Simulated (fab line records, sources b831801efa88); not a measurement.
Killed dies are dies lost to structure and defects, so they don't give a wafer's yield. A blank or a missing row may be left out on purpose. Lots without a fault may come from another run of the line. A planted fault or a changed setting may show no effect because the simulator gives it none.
A struck lot beside a sound one | flow sky130 | 18 steps out of a route of 708
Sound: wafers L901.3, L901.4, L901.5. Struck: wafers L905.4, L905.5, L905.6. The cause comes at the end.
At each step with rows: each side's tool, then ch and its chambers, then its first start. Under that, the readings that differ: sound wafers | struck wafers | difference of the means | sigmas: that difference in standard deviations of wafers without a fault.
alike: readings whose means differ by less than 2 such deviations, and words and numbers that are the same on both sides. not compared: withheld readings, readings that some wafer has no value for, bounds like >300 that may hide the same value, and numbers for which the record gives no deviation and whose values overlap.
The two part at a step that has a row with sigmas, a row that says differs or no value, or rows on one side only. Numbers that don't overlap but have no deviation are shown without sigmas and don't part them. A reading that every wafer of one side lacks parts them only if that side has two wafers or more.

first, 4 steps without rows for these wafers: SKY_PWDE_SOFTBAKE_03; SKY_PWDE_EXPOSE_04 (exposes mask PWDEM, target cd 840 nm); SKY_PWDE_PEB_05; SKY_PWDE_DEVELOP_06 (develop time 60 s).
SKY_PWDE_OVL_MEAS_07:
  sound on overlay-01, day 4 15:32; struck on overlay-02, day 5 19:42
  alike: PWDE_OVL
then, 1 step without rows for these wafers: SKY_PWDE_IMPLANT_08.
SKY_PWDE_STRIP_09: strips in O2/N2.
  sound on plasma_asher-04 ch 0,1, day 4 15:45; struck on plasma_asher-03 ch 0,1, day 5 19:54
  alike: drypump_motor_current_A, oes_product_au, strip_time_to_endpoint_s
  not compared: rf_hours_counter_h
SKY_PWDE_TW_MEAS_10:
  sound on film_metro-03, day 4 15:50; struck on film_metro-01, day 5 20:00
  alike: PWDE_TW
then, 4 steps without rows for these wafers: SKY_NWELL_DEHYDRATE_03 (time 60 s); SKY_NWELL_HMDS_04 (prime time 60 s); SKY_NWELL_COAT_05 (resist thk 3000 nm); SKY_NWELL_SOFTBAKE_06.
SKY_NWELL_EXPOSE_07: exposes mask NWM, target cd 840 nm.
  sound on iline_stepper-01 ch 0, day 5 00:23; struck on iline_stepper-01 ch 0, day 6 05:02
  reading                       | sound                   | struck      | difference | sigmas
  model.NWELL.overlay_x_nm (nm) | -0.9578 -0.9578 -0.9578 | 141 141 141 | +142       |
  alike: mask
then, 2 steps without rows for these wafers: SKY_NWELL_PEB_08; SKY_NWELL_DEVELOP_09 (develop time 60 s).
SKY_NWELL_OVL_MEAS_10:
  sound on overlay-02, day 5 09:07; struck on overlay-01, day 6 12:34
  reading           | sound        | struck            | difference | sigmas
  NWELL_00_OVL (nm) | 0.3 0.7 -1.6 | 143.2 142.8 140.6 | +142.4     | +99 or more
then, 1 step without rows for these wafers: SKY_NWELL_IMPLANT_11.
-- the record jumps here: 41 days lie between the struck wafers' starts before and after (it left off in module NWELL and takes up again in module PAD_OPEN, whose first step shown is number 708 of the route) --
SKY_PAD_OPEN_PROBE_99:
  sound on prober-02, day 46 10:38; struck on prober-02, day 47 13:37
  no value came back on the struck wafers for model.etest.pfet_16v.r_on_ohm_um, model.etest.nfet_16v.r_on_ohm_um, model.etest.pfet_16v.drive_ua_um, model.etest.nfet_16v.drive_ua_um; on the sound wafers model.etest.pfet_16v.r_on_ohm_um reads 1.473e+04 1.472e+04 1.492e+04
  reading            | sound    | struck   | difference | sigmas
  killed_at_contacts | 38 29 36 | 25 24 20 | -11        | -2
  alike: killed_at_M0_to_M3, killed_at_M4_up, killed_at_front_end, killed_at_other, killed_dies, killed_open, killed_short

WHERE THEY PART
First at SKY_NWELL_OVL_MEAS_10; last, within this record, at SKY_PAD_OPEN_PROBE_99.

WHY: what the simulator had put in
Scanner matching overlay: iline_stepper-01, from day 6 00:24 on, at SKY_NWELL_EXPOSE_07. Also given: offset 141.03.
